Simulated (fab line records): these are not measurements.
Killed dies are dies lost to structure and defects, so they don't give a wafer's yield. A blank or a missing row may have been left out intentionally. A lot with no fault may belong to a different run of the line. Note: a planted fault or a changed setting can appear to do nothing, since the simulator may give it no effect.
Which tool did it? -- flow gf180mcu -- 33 wafers from 11 lots sampled at 4 of the route's 602 steps

WHAT THE GAUGES READ, wafer by wafer
GF_HV_LDD_TW_MEAS_38.
lot,measured,on,HV_LDD_3_TW
L833,day 11 17:08,film_metro-03,1456 1456 1459
L835,day 12 11:36,film_metro-02,1445 1442 1440
L837,day 12 22:10,film_metro-02,1440 1444 1442
L839,day 13 18:31,film_metro-03,1456 1443 1438
L843,day 15 00:02,film_metro-02,1445 1447 1444
L846,day 15 23:29,film_metro-02,1505 1497 1501
L848,day 16 12:11,film_metro-04,1505 1511 1516
L851,day 17 09:28,film_metro-03,1443 1427 1436
L852,day 17 21:50,film_metro-03,1433 1442 1432
L855,day 18 22:32,film_metro-04,1454 1451 1449
L856,day 19 03:03,film_metro-03,1456 1449 1442

WHICH TOOL RAN EACH LOT (tool, then ch and the chambers of the sampled wafers, then the start)
lot,GF_VT_IMPLANT_STRIP_20,GF_HV_LDD_IMPLANT_34,GF_HV_LDD_STRIP_37
L833,"plasma_asher-01 ch 0,1, day 6 06:59","implanter-03 ch 0, day 11 16:35","plasma_asher-04 ch 0,1, day 11 17:02"
L835,"plasma_asher-03 ch 0,1, day 6 22:02","implanter-02 ch 0, day 12 11:03","plasma_asher-01 ch 0,1, day 12 11:30"
L837,"plasma_asher-03 ch 0, day 7 07:47","implanter-03 ch 0, day 12 21:37","plasma_asher-03 ch 0,1, day 12 22:04"
L839,"plasma_asher-02 ch 0,1, day 8 00:11","implanter-01 ch 0, day 13 17:58","plasma_asher-01 ch 0,1, day 13 18:25"
L843,"plasma_asher-01 ch 0,1, day 9 00:38","implanter-03 ch 0, day 14 23:29","plasma_asher-01 ch 0,1, day 14 23:56"
L846,"plasma_asher-01 ch 0,1, day 9 18:29","implanter-03 ch 0, day 15 22:56","plasma_asher-01 ch 0,1, day 15 23:23"
L848,"plasma_asher-02 ch 0,1, day 10 07:29","implanter-03 ch 0, day 16 11:38","plasma_asher-04 ch 0,1, day 16 12:05"
L851,"plasma_asher-02 ch 0,1, day 11 00:53","implanter-01 ch 0, day 17 08:55","plasma_asher-03 ch 0,1, day 17 09:22"
L852,"plasma_asher-03 ch 0,1, day 11 08:29","implanter-01 ch 0, day 17 21:17","plasma_asher-04 ch 0,1, day 17 21:44"
L855,"plasma_asher-01 ch 0,1, day 12 05:46","implanter-02 ch 0, day 18 21:59","plasma_asher-01 ch 0,1, day 18 22:26"
L856,"plasma_asher-03 ch 0,1, day 12 07:56","implanter-02 ch 0, day 19 02:31","plasma_asher-04 ch 0,1, day 19 02:56"
- GF_VT_IMPLANT_STRIP_20: strips in O2/N2.
- GF_HV_LDD_IMPLANT_34
- GF_HV_LDD_STRIP_37: strips in O2/N2.

THE ANSWER, worked out from the rows above alone
Rule: the lots themselves supply what counts as usual. Put in order of their means at a reading, lots are off if they are a third of the lots or fewer, leave a main group of 4 or more, and stand apart from it by a gap of 3 or more times the standard deviation of the main group's means; of several such gaps the widest counts. A main group is skipped when, at the precision printed for the reading in the tables above, its means are all equal. A lot without any number at a reading at which 4 lots or more have one is off too. Any other lot the step has rows for is counted as sound.
Off: at GF_HV_LDD_TW_MEAS_38 (HV_LDD_3_TW), L846, L848. Main group: mean 1445, sd 6.6.
A tool fits if, at a process step before that reading, it ran every lot that is off, and no sound lot after the first of them. The gauges at GF_HV_LDD_TW_MEAS_38 are tried like those tools. One fits: implanter-03 at GF_HV_LDD_IMPLANT_34. A fault onset in the window from L843 (day 14 23:29, its last sound lot) to L846 (day 15 22:56, its first lot off) fits.

WHAT HAD BEEN PUT IN BY THE SIMULATOR
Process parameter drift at GF_HV_LDD_IMPLANT_34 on implanter-03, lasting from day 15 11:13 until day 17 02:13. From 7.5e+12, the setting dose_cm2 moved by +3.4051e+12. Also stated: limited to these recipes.
Shown lots that were struck: L846, L848. The same result came from the rule above.
